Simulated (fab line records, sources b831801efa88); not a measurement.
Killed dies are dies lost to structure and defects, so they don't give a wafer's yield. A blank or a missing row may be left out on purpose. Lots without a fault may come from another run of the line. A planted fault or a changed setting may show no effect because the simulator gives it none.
fab line records | flow sky130 | part 1 of 2: steps 1 to 29 of 38
record lots=5 wafers=15 last_day=50
route steps=708 shown VIA4@642 METAL5@661
lots that met no fault: from a run of the same line without faults
start_h: hours from the record's first day to the start of the lot's first wafer shown | wait_h: hours since the lot's step before | " the same as in the row above | L1.1+2: a row that stands for several wafers | - no value, or no start given | * or withheld: withheld | < > ~ a bound
route shown NAME@n: a module of which the file shows steps, and the number in the route of the first | usual: mean/standard deviation of fault-free wafers | same: alike in all rows | chamber/n: place in a boat | sites: the reading at each site | _std_site: their standard deviation | _edge_site: outer sites' mean less inner sites' | radius_mm: how far each site lies from the wafer's centre | mask NAME#n: copy n | behind: the tool/chamber that last shaped the wafer | hold: why the lot was held/for how many hours/how that ended | device: the transistor (n, p or np) that didn't switch | end of line: the same wafers' tests at the end of the route | a step without rows: its recipe alone | killed: dies lost to structure and defects at the first sort, not the wafer's yield | map: a wafer's dies, x killed, . not, _ none there
set.NAME: the setting as run; set.NAME@STEP: as run at that earlier step | model.NAME: the simulator's own value behind a step, which no gauge read
lots at some steps of the route; a table a step, a row a wafer
services: from which hour (start_h, from the record's first day; less than 0 if before it) a tool's chamber was out of use, for how many hours, and why
## steps
# step SKY_VIA4_BOW_MEAS_03
# recipe mode=bow
# usual VIA4_BOW=78/7.1
# columns lot.wafer tool chamber start_h wait_h VIA4_BOW[um]
L078.1 film_metro-04 - 1031.99 0.2 80
L078.2 " - " " 75
L078.5 " - " " 87
L081.2 film_metro-03 - 1033.28 0.3 69
L081.3 " - " " 59
L081.5 " - " " 82
L084.4 film_metro-03 - 1052.43 0.3 76
L084.5 " - " " 73
L084.6 " - " " 79
L087.2 film_metro-01 - 1069.15 0.3 84
L087.3 " - " " 87
L087.4 " - " " 85
L095.2 film_metro-04 - 1114.70 0.2 76
L095.3 " - " " 77
L095.5 " - " " 83
# step SKY_VIA4_DEHYDRATE_04
# recipe temp_c=200 time_s=60
# columns lot.wafer tool chamber start_h wait_h
L078.1+2+5 litho_track-01 0 1042.64 10.6
L081.2+3+5 litho_track-02 0 1043.35 10.1
L084.4+5+6 litho_track-03 0 1061.97 9.5
L087.2+3+4 litho_track-02 0 1078.46 9.3
L095.2+3+5 litho_track-03 0 1124.07 9.4
# step SKY_VIA4_HMDS_05
# recipe prime_time_s=60 prime_temp_c=120
# usual prime_temp_c=119.99/0.12
# columns lot.wafer tool chamber start_h wait_h prime_temp_c
L078.1 litho_track-01 0 1042.79 0.1 119.98
L078.2 " 0 " " 119.77
L078.5 " 0 " " 120.15
L081.2 litho_track-02 0 1043.50 0.1 120.05
L081.3 " 0 " " 120.16
L081.5 " 0 " " 119.96
L084.4 litho_track-03 0 1062.12 0.1 120.14
L084.5 " 0 " " 120.07
L084.6 " 0 " " 120.16
L087.2 litho_track-02 0 1078.61 0.1 120.02
L087.3 " 0 " " 120.17
L087.4 " 0 " " 120.20
L095.2 litho_track-03 0 1124.22 0.1 120.10
L095.3 " 0 " " 120.03
L095.5 " 0 " " 120.01
# step SKY_VIA4_COAT_06
# recipe resist=NOVOLAK spin_rpm=3000 resist_thk_nm=1140
# columns lot.wafer tool chamber start_h wait_h
L078.1+2+5 litho_track-01 0 1042.94 0.1
L081.2+3+5 litho_track-02 0 1043.65 0.1
L084.4+5+6 litho_track-03 0 1062.27 0.1
L087.2+3+4 litho_track-02 0 1078.76 0.1
L095.2+3+5 litho_track-03 0 1124.37 0.1
# step SKY_VIA4_SOFTBAKE_07
# recipe temp_c=90 time_s=60 resist=NOVOLAK
# columns lot.wafer tool chamber start_h wait_h
L078.1+2+5 litho_track-01 0 1043.09 0.1
L081.2+3+5 litho_track-02 0 1043.80 0.1
L084.4+5+6 litho_track-03 0 1062.42 0.1
L087.2+3+4 litho_track-02 0 1078.91 0.1
L095.2+3+5 litho_track-03 0 1124.52 0.1
# step SKY_VIA4_EXPOSE_08
# recipe mask_id=VIM4 na=0.6 source_shape=conventional sigma_outer=0.6 polarization=unpolarized target_cd_nm=800 dose_mj=132
# columns lot.wafer tool chamber start_h wait_h mask
L078.1+2+5 iline_stepper-02 0 - - VIM4#0
L081.2+3+5 iline_stepper-02 0 - - VIM4#0
L084.4+5+6 iline_stepper-02 0 - - VIM4#0
L087.2+3+4 iline_stepper-01 0 - - VIM4#0
L095.2+3+5 iline_stepper-02 0 - - VIM4#0
# step SKY_VIA4_PEB_09
# recipe temp_c=withheld time_s=* resist=NOVOLAK
# columns lot.wafer tool chamber start_h wait_h
L078.1+2+5 litho_track-02 0 - -
L081.2+3+5 litho_track-01 0 - -
L084.4+5+6 litho_track-01 0 - -
L087.2+3+4 litho_track-01 0 - -
L095.2+3+5 litho_track-01 0 - -
# step SKY_VIA4_DEVELOP_10
# recipe resist=NOVOLAK developer=TMAH develop_time_s=60 dev_temp_c=23
# columns lot.wafer tool chamber start_h wait_h
L078.1+2+5 litho_track-02 0 1053.58 0.1
L081.2+3+5 litho_track-01 0 1054.01 0.1
L084.4+5+6 litho_track-01 0 1073.21 0.1
L087.2+3+4 litho_track-01 0 1089.41 0.1
L095.2+3+5 litho_track-01 0 1134.51 0.1
# step SKY_VIA4_OVL_MEAS_11
# usual VIA4_OVL=0.8/1.2
# columns lot.wafer tool chamber start_h wait_h VIA4_OVL[nm]
L078.1 overlay-02 - 1053.73 0.1 2.4
L078.2 " - " " 0.6
L078.5 " - " " 1.1
L081.2 overlay-02 - 1054.14 0.1 2.9
L081.3 " - " " 2.3
L081.5 " - " " 1.4
L084.4 overlay-01 - 1073.31 0.1 1.5
L084.5 " - " " 0.8
L084.6 " - " " 1.1
L087.2 overlay-02 - 1089.54 0.1 2.4
L087.3 " - " " 0.2
L087.4 " - " " 1.4
L095.2 overlay-01 - 1134.64 0.1 0.5
L095.3 " - " " 0.9
L095.5 " - " " -0.5
# step SKY_VIA4_ETCH_12
# recipe target=SiO2 chemistry=C4F8/O2/Ar stop_on=TiN mask_material=NOVOLAK source_w=1500 bias_w=1200 pressure_mtorr=40 c4f8_flow_sccm=withheld O2_flow_sccm=6 Ar_flow_sccm=300 time_s=withheld target_depth_a=5800
# usual bias_w=1199/3.2 oes_product_au=0.926/0.0048
# columns lot.wafer tool chamber start_h wait_h bias_w oes_product_au
L078.1 rie_diel-02 0 1053.77 0.0 1202 0.924
L078.2 " 1 " " 1201 0.924
L078.5 " 2 " " 1199 0.924
L081.2 rie_diel-04 0 1054.17 0.0 1198 0.927
L081.3 " 3 " " 1203 0.937
L081.5 " 3 " " 1201 0.928
L084.4 rie_diel-03 1 1073.32 0.0 1199 0.926
L084.5 " 3 " " 1194 0.922
L084.6 " 0 " " 1198 0.935
L087.2 rie_diel-04 1 1089.57 0.0 1197 0.918
L087.3 " 0 " " 1196 0.932
L087.4 " 0 " " 1198 0.922
L095.2 rie_diel-03 3 1134.67 0.0 1200 0.927
L095.3 " 1 " " 1200 0.930
L095.5 " 1 " " 1206 0.924
# step SKY_VIA4_STRIP_13
# recipe chemistry=O2/N2 power_w=1400 pressure_mtorr=1500 platen_temp_c=withheld o2_flow_sccm=3000 n2_flow_sccm=300 overash_fraction=0.5
# usual drypump_motor_current_A=5.7/0.62 oes_product_au=0.708/0.0044 strip_time_to_endpoint_s=12.800/0.024
# columns lot.wafer tool chamber start_h wait_h drypump_motor_current_A oes_product_au rf_hours_counter_h strip_time_to_endpoint_s
L078.1 plasma_asher-02 0 1053.84 - 5.1 0.698 32 12.803
L078.2 " 1 " " 5.9 0.703 32 12.823
L078.5 " 0 " " 5.1 0.708 - 12.850
L081.2 plasma_asher-03 1 1054.25 - 5.8 0.711 125 12.785
L081.3 " 1 " " 5.8 0.716 - 12.793
L081.5 " 0 " " 6.2 0.699 - 12.807
L084.4 plasma_asher-03 0 1073.43 - 6.2 0.715 - 12.794
L084.5 " 0 " " 6.2 0.711 - 12.837
L084.6 " 1 " " 5.8 0.705 - 12.802
L087.2 plasma_asher-02 0 1089.65 - 5.1 0.708 35 12.814
L087.3 " 0 " " 5.2 0.710 - 12.815
L087.4 " 1 " " 5.9 0.712 - 12.821
L095.2 plasma_asher-03 1 1134.75 - 5.8 0.710 6 12.797
L095.3 " 0 " " 6.2 0.714 - 12.811
L095.5 " 1 " " 5.8 0.711 - 12.809
# step SKY_VIA4_STRIP_14
# recipe chemistry=post_etch_residue_remover time_s=1200 temp_c=72.5
# usual bath_heat_duty_pct=14.9/1.6
# columns lot.wafer tool chamber start_h wait_h bath_heat_duty_pct
L078.1 wet_bench-04 0 1053.94 0.1 15.3
L078.2 " 0 " " 13.2
L078.5 " 0 " " 14.6
L081.2 wet_bench-01 2 1054.35 0.1 12.8
L081.3 " 2 " " 14.7
L081.5 " 2 " " 14.1
L084.4 wet_bench-02 2 1073.50 0.0 17.5
L084.5 " 2 " " 17.4
L084.6 " 2 " " 16.7
L087.2 wet_bench-01 1 1089.75 0.1 16.9
L087.3 " 1 " " 15.9
L087.4 " 1 " " 17.0
L095.2 wet_bench-01 3 1134.85 0.1 14.3
L095.3 " 3 " " 15.3
L095.5 " 3 " " 14.6
# step SKY_VIA4_CLEAN_15
# recipe chemistry=IPA time_s=180 temp_c=25
# usual bath_heat_duty_pct=6.4/0.77
# columns lot.wafer tool chamber start_h wait_h bath_heat_duty_pct
L078.1 wet_bench-01 1 1054.28 0.0 8.0
L078.2 " 1 " " 7.2
L078.5 " 1 " " 6.8
L081.2 wet_bench-02 2 1054.69 0.0 7.4
L081.3 " 2 " " 6.6
L081.5 " 2 " " 6.8
L084.4 wet_bench-01 3 1073.84 0.0 7.0
L084.5 " 3 " " 5.5
L084.6 " 3 " " 6.4
L087.2 wet_bench-04 2 1090.12 0.0 6.6
L087.3 " 2 " " 7.1
L087.4 " 2 " " 7.4
L095.2 wet_bench-04 1 1135.19 0.0 5.5
L095.3 " 1 " " 6.0
L095.5 " 1 " " 5.7
# step SKY_VIA4_CLEAN_16
# recipe chemistry=O3/DIW dry=n2_spin
# columns lot.wafer tool chamber start_h wait_h
L078.1+2+5 wet_bench-02 0 1054.34 0.0
L081.2+3+5 wet_bench-01 0 1054.75 0.0
L084.4+5+6 wet_bench-04 1 1073.90 0.0
L087.2+3+4 wet_bench-02 1 1090.18 0.0
L095.2+3+5 wet_bench-01 0 1135.25 0.0
# step SKY_VIA4_SPUTTER_17
# recipe material=TiN target_thk_nm=20 chamber_pressure_pa=5 power_w=4000 time_s=80
# usual throttle_valve_pct=30.2/0.67
# columns lot.wafer tool chamber start_h wait_h throttle_valve_pct
L078.1 pvd_sputter-02 - 1054.44 0.0 30.5
L078.2 " - " " 31.6
L078.5 " - " " 30.2
L081.2 pvd_sputter-04 - 1054.84 0.0 30.1
L081.3 " - " " 29.6
L081.5 " - " " 29.6
L084.4 pvd_sputter-04 - 1074.00 0.0 29.7
L084.5 " - " " 29.1
L084.6 " - " " 29.7
L087.2 pvd_sputter-04 - 1090.27 0.0 29.7
L087.3 " - " " 29.8
L087.4 " - " " 30.4
L095.2 pvd_sputter-04 - 1135.34 0.0 29.6
L095.3 " - " " 30.1
L095.5 " - " " 29.4
# step SKY_VIA4_CVD_18
# recipe material=W target_thk_nm=505 time_s=152.14 temp_c=400 pressure_torr=40
# usual heater_power_w=864/92
# columns lot.wafer tool chamber start_h wait_h heater_power_w since_wet_clean_h
L078.1 cvd_w-02 1 1054.50 0.0 806 651
L078.2 " 0 " " 1045 651
L078.5 " 1 " " 788 -
L081.2 cvd_w-02 1 1054.90 0.0 795 651
L081.3 " 0 " " 1055 -
L081.5 " 0 " " 1057 -
L084.4 cvd_w-01 0 1074.11 0.1 819 -
L084.5 " 0 " " 839 -
L084.6 " 1 " " 789 -
L087.2 cvd_w-02 0 1090.33 0.0 1042 686
L087.3 " 1 " " 787 -
L087.4 " 0 " " 1043 -
L095.2 cvd_w-02 0 1135.40 0.0 1053 731
L095.3 " 1 " " 808 -
L095.5 " 1 " " 805 -
# step SKY_VIA4_RS_MEAS_19
# recipe thk_meas_gauge=four-point-probe reads=W_of_VIA4_CVD_18+TiN_of_VIA4_SPUTTER_17
# usual VIA4_W_RS=0.226/0.0036
# columns lot.wafer tool chamber start_h wait_h VIA4_W_RS[ohm/sq]
L078.1 film_metro-01 - 1054.65 0.1 0.230
L078.2 " - " " 0.229
L078.5 " - " " 0.227
L081.2 film_metro-01 - 1055.08 0.1 0.229
L081.3 " - " " 0.230
L081.5 " - " " 0.230
L084.4 film_metro-04 - 1074.27 0.1 0.222
L084.5 " - " " 0.223
L084.6 " - " " 0.228
L087.2 film_metro-04 - 1090.50 0.1 0.226
L087.3 " - " " 0.227
L087.4 " - " " 0.227
L095.2 film_metro-04 - 1135.57 0.1 0.224
L095.3 " - " " 0.229
L095.5 " - " " 0.229
# step SKY_VIA4_THK_MEAS_20
# recipe thk_meas_gauge=xrf reads=W_of_VIA4_CVD_18
# usual VIA4_W_THK=498/8
# columns lot.wafer tool chamber start_h wait_h VIA4_W_THK[nm]
L078.1 film_metro-01 - 1054.77 0.1 494
L078.2 " - " " 496
L078.5 " - " " 499
L081.2 film_metro-01 - 1055.19 0.1 500
L081.3 " - " " 492
L081.5 " - " " 496
L084.4 film_metro-04 - 1074.36 0.1 503
L084.5 " - " " 504
L084.6 " - " " 491
L087.2 film_metro-04 - 1090.61 0.1 494
L087.3 " - " " 492
L087.4 " - " " 493
L095.2 film_metro-04 - 1135.68 0.1 501
L095.3 " - " " 492
L095.5 " - " " 493
# step SKY_VIA4_CMP_21
# recipe stop_on=SiO2 t_overpolish_s=25 down_force_psi=3.5 platen_rpm=60 target_thk_nm=0 pad_velocity_m_s=0.94248
# usual motor_current_A=11.4/1 overpolish_run_s=25.001/0.0089 time_to_endpoint_s=124/4.5
# columns lot.wafer tool chamber start_h wait_h motor_current_A overpolish_run_s time_to_endpoint_s
L078.1 cmp-02 0 1054.95 0.2 12.7 24.986 115
L078.2 " 3 " " 9.7 25.003 119
L078.5 " 1 " " 10.0 24.989 124
L081.3 cmp-01 3 1055.44 0.2 11.3 25.024 125
L081.2 " 1 " " 12.9 25.009 123
L081.5 " 3 " " 11.9 25.009 124
L084.4 cmp-01 2 1074.39 0.0 11.4 24.989 136
L084.5 " 2 " " 11.5 24.993 136
L084.6 " 3 " " 12.3 25.001 132
L087.3 cmp-01 3 1090.66 0.0 11.4 25.002 133
L087.2 " 0 " " 10.9 24.988 128
L087.4 " 2 " " 12.0 24.999 129
L095.2 cmp-02 1 1135.78 0.1 9.9 24.994 122
L095.3 " 3 " " 10.1 25.004 119
L095.5 " 0 " " 12.4 25.007 120
# step SKY_METAL5_SPUTTER_00
# recipe material=Ti target_thk_nm=15 power_w=3000 time_s=10 chamber_pressure_pa=0.4
# usual throttle_valve_pct=29.7/0.95
# columns lot.wafer tool chamber start_h wait_h throttle_valve_pct
L078.1 pvd_sputter-01 - 1055.25 0.2 30.9
L078.2 " - " " 29.6
L078.5 " - " " 28.6
L081.2 pvd_sputter-02 - 1055.74 0.1 30.5
L081.3 " - " " 30.7
L081.5 " - " " 31.4
L084.4 pvd_sputter-01 - 1074.69 0.2 28.6
L084.5 " - " " 29.4
L084.6 " - " " 28.6
L087.2 pvd_sputter-03 - 1090.96 0.2 28.2
L087.3 " - " " 29.0
L087.4 " - " " 29.2
L095.2 pvd_sputter-03 - 1136.03 0.2 28.2
L095.3 " - " " 30.1
L095.5 " - " " 28.4
# step SKY_METAL5_SPUTTER_01
# recipe material=TiN target_thk_nm=20 power_w=6500 time_s=16.7 chamber_pressure_pa=0.4
# usual throttle_valve_pct=29.7/0.93
# columns lot.wafer tool chamber start_h wait_h throttle_valve_pct
L078.1 pvd_sputter-01 - 1055.28 0.0 30.9
L078.2 " - " " 29.5
L078.5 " - " " 28.7
L081.2 pvd_sputter-02 - 1055.76 0.0 30.3
L081.3 " - " " 30.4
L081.5 " - " " 31.7
L084.4 pvd_sputter-01 - 1074.71 0.0 28.7
L084.5 " - " " 29.5
L084.6 " - " " 28.4
L087.2 pvd_sputter-03 - 1090.98 0.0 28.4
L087.3 " - " " 29.1
L087.4 " - " " 29.4
L095.2 pvd_sputter-03 - 1136.05 0.0 28.3
L095.3 " - " " 30.2
L095.5 " - " " 28.3
# step SKY_METAL5_SPUTTER_02
# recipe material=AlCu target_thk_nm=1150 power_w=10600 time_s=61.2 chamber_pressure_pa=0.4
# usual throttle_valve_pct=29.7/0.94
# columns lot.wafer tool chamber start_h wait_h throttle_valve_pct
L078.1 pvd_sputter-01 - 1055.30 0.0 30.8
L078.2 " - " " 29.5
L078.5 " - " " 28.2
L081.2 pvd_sputter-02 - 1055.79 0.0 30.5
L081.3 " - " " 30.7
L081.5 " - " " 31.5
L084.4 pvd_sputter-01 - 1074.74 0.0 28.5
L084.5 " - " " 29.3
L084.6 " - " " 28.6
L087.2 pvd_sputter-03 - 1091.01 0.0 28.2
L087.3 " - " " 28.6
L087.4 " - " " 29.3
L095.2 pvd_sputter-03 - 1136.08 0.0 28.1
L095.3 " - " " 30.1
L095.5 " - " " 28.0
# step SKY_METAL5_SPUTTER_03
# recipe material=Ti target_thk_nm=5 power_w=2965 time_s=3.3 chamber_pressure_pa=0.4
# usual throttle_valve_pct=29.7/0.92
# columns lot.wafer tool chamber start_h wait_h throttle_valve_pct
L078.1 pvd_sputter-01 - 1055.35 0.0 30.9
L078.2 " - " " 29.4
L078.5 " - " " 28.4
L081.2 pvd_sputter-02 - 1055.84 0.0 30.2
L081.3 " - " " 31.0
L081.5 " - " " 31.8
L084.4 pvd_sputter-01 - 1074.79 0.0 28.5
L084.5 " - " " 29.1
L084.6 " - " " 28.3
L087.2 pvd_sputter-03 - 1091.06 0.0 28.1
L087.3 " - " " 29.2
L087.4 " - " " 29.6
L095.2 pvd_sputter-03 - 1136.13 0.0 28.3
L095.3 " - " " 30.0
L095.5 " - " " 28.2
# step SKY_METAL5_SPUTTER_04
# recipe material=TiN target_thk_nm=70 power_w=6500 time_s=58.3 chamber_pressure_pa=0.4
# usual throttle_valve_pct=29.7/0.92
# columns lot.wafer tool chamber start_h wait_h throttle_valve_pct
L078.1 pvd_sputter-01 - 1055.37 0.0 30.9
L078.2 " - " " 29.6
L078.5 " - " " 28.5
L081.2 pvd_sputter-02 - 1055.86 0.0 30.4
L081.3 " - " " 30.6
L081.5 " - " " 31.4
L084.4 pvd_sputter-01 - 1074.81 0.0 28.3
L084.5 " - " " 29.5
L084.6 " - " " 28.5
L087.2 pvd_sputter-03 - 1091.08 0.0 28.1
L087.3 " - " " 28.9
L087.4 " - " " 29.3
L095.2 pvd_sputter-03 - 1136.15 0.0 28.4
L095.3 " - " " 30.1
L095.5 " - " " 28.2
# step SKY_METAL5_RS_MEAS_05
# recipe thk_meas_gauge=four-point-probe reads=TiN_of_METAL5_SPUTTER_04+Ti_of_METAL5_SPUTTER_03+AlCu_of_METAL5_SPUTTER_02+TiN_of_METAL5_SPUTTER_01+Ti_of_METAL5_SPUTTER_00
# usual METAL5_ALCU_RS=0.02694/0.00025
# columns lot.wafer tool chamber start_h wait_h METAL5_ALCU_RS[ohm/sq]
L078.1 film_metro-03 - 1055.42 0.0 0.02681
L078.2 " - " " 0.02677
L078.5 " - " " 0.02712
L081.2 film_metro-04 - 1055.93 0.0 0.02687
L081.3 " - " " 0.02706
L081.5 " - " " 0.02723
L084.4 film_metro-03 - 1074.92 0.1 0.02675
L084.5 " - " " 0.02681
L084.6 " - " " 0.02681
L087.2 film_metro-02 - 1091.15 0.0 0.0269
L087.3 " - " " 0.02682
L087.4 " - " " 0.02699
L095.2 film_metro-03 - 1136.22 0.0 0.02708
L095.3 " - " " 0.02701
L095.5 " - " " 0.02693
# step SKY_METAL5_THK_MEAS_06
# recipe thk_meas_gauge=xrf reads=AlCu_of_METAL5_SPUTTER_02
# usual METAL5_ALCU_THK=1157/10
# columns lot.wafer tool chamber start_h wait_h METAL5_ALCU_THK[nm]
L078.1 film_metro-03 - 1055.54 0.1 1160
L078.2 " - " " 1157
L078.5 " - " " 1149
L081.2 film_metro-04 - 1056.04 0.1 1158
L081.3 " - " " 1152
L081.5 " - " " 1144
L084.4 film_metro-03 - 1075.01 0.1 1157
L084.5 " - " " 1164
L084.6 " - " " 1158
L087.2 film_metro-02 - 1091.26 0.1 1147
L087.3 " - " " 1164
L087.4 " - " " 1151
L095.2 film_metro-03 - 1136.33 0.1 1149
L095.3 " - " " 1149
L095.5 " - " " 1144
# step SKY_METAL5_DEHYDRATE_07
# recipe temp_c=200 time_s=60
# columns lot.wafer tool chamber start_h wait_h
L078.1+2+5 litho_track-03 0 1065.65 10.1
L081.2+3+5 litho_track-01 0 1066.36 10.3
L084.4+5+6 litho_track-01 0 1084.61 9.6
L087.2+3+4 litho_track-03 0 1100.42 9.2
L095.2+3+5 litho_track-03 0 1144.32 8.0
# step SKY_METAL5_HMDS_08
# recipe prime_time_s=60 prime_temp_c=120
# usual prime_temp_c=120.01/0.14
# columns lot.wafer tool chamber start_h wait_h prime_temp_c
L078.1 litho_track-03 0 1065.80 0.1 120.13
L078.2 " 0 " " 120.04
L078.5 " 0 " " 119.86
L081.2 litho_track-01 0 1066.51 0.1 119.96
L081.3 " 0 " " 119.80
L081.5 " 0 " " 120.14
L084.4 litho_track-01 0 1084.76 0.1 119.85
L084.5 " 0 " " 119.95
L084.6 " 0 " " 119.92
L087.2 litho_track-03 0 1100.57 0.1 120.13
L087.3 " 0 " " 120.09
L087.4 " 0 " " 120.04
L095.2 litho_track-03 0 1144.47 0.1 119.98
L095.3 " 0 " " 119.96
L095.5 " 0 " " 119.92
# step SKY_METAL5_COAT_09
# recipe resist=NOVOLAK spin_rpm=3000 resist_thk_nm=1800
# columns lot.wafer tool chamber start_h wait_h
L078.1+2+5 litho_track-03 0 1065.95 0.1
L081.2+3+5 litho_track-01 0 1066.66 0.1
L084.4+5+6 litho_track-01 0 1084.91 0.1
L087.2+3+4 litho_track-03 0 1100.72 0.1
L095.2+3+5 litho_track-03 0 1144.62 0.1
